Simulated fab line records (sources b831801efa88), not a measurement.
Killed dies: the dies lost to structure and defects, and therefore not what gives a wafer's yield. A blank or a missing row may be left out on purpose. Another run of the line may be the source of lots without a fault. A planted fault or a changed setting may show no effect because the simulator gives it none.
Chamber matching || flow sky130 || SKY_CONTACT_CMP_04 on cmp-01: 4 sister chambers
The step polishes SiO2. 8 wafers are shown with their chamber, then 7 later ones without.

== WAFERS WITH THEIR CHAMBER ==
{"wafer": "L839.5", "chamber": 1, "motorCurrentA (A)": 9.1, "timeToEndpointS (s)": 87}
{"wafer": "L841.2", "chamber": 0, "motorCurrentA (A)": 11.0, "timeToEndpointS (s)": 70}
{"wafer": "L841.5", "chamber": 2, "motorCurrentA (A)": 13.6, "timeToEndpointS (s)": 73}
{"wafer": "L855.1", "chamber": 3, "motorCurrentA (A)": 11.5, "timeToEndpointS (s)": 85}
{"wafer": "L855.4", "chamber": 1, "motorCurrentA (A)": 9.7, "timeToEndpointS (s)": 91}
{"wafer": "L855.5", "chamber": 0, "motorCurrentA (A)": 11.8, "timeToEndpointS (s)": 79}
{"wafer": "L857.2", "chamber": 2, "motorCurrentA (A)": 12.7, "timeToEndpointS (s)": 85}
{"wafer": "L857.4", "chamber": 3, "motorCurrentA (A)": 11.4, "timeToEndpointS (s)": 90}

== WAFERS WITHOUT THEIR CHAMBER ==
{"wafer": "L857.5", "motorCurrentA (A)": 12.5, "timeToEndpointS (s)": 82}
{"wafer": "L858.1", "motorCurrentA (A)": 11.2, "timeToEndpointS (s)": 97}
{"wafer": "L858.2", "motorCurrentA (A)": 9.6, "timeToEndpointS (s)": 98}
{"wafer": "L858.4", "motorCurrentA (A)": 10.2, "timeToEndpointS (s)": 88}
{"wafer": "L859.1", "motorCurrentA (A)": 11.3, "timeToEndpointS (s)": 88}
{"wafer": "L859.2", "motorCurrentA (A)": 9.5, "timeToEndpointS (s)": 91}
{"wafer": "L859.3", "motorCurrentA (A)": 12.2, "timeToEndpointS (s)": 84}

== CHAMBER TAKEN BY EACH ==
{"wafer": "L857.5", "from the rows above": "can't be placed: 2 or 3 or 0", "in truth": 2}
{"wafer": "L858.1", "from the rows above": 3, "in truth": 3}
{"wafer": "L858.2", "from the rows above": 1, "in truth": 1}
{"wafer": "L858.4", "from the rows above": "can't be placed: 1 or 3 or 0", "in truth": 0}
{"wafer": "L859.1", "from the rows above": 3, "in truth": 3}
{"wafer": "L859.2", "from the rows above": 1, "in truth": 1}
{"wafer": "L859.3", "from the rows above": "can't be placed: 3 or 2 or 0", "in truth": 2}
Correct placement for 4 of the 7. These rows do not allow placing 3 (true chamber among the candidates in 3). Placed wrongly: 0.
How it was worked out, from the rows above alone: a wafer's distance from a chamber is the root of the sum, over the readings, of the square of ((its reading less the chamber's mean) divided by the reading's scatter). The wafer belongs to the nearest chamber; if the next one is less than 2 further off, it can't be placed. A chamber's mean is the mean of its shown wafers. The scatter is the square root of a quotient: the sum, over the shown wafers, of each reading's squared deviation from its chamber's mean, divided by wafers minus chambers.
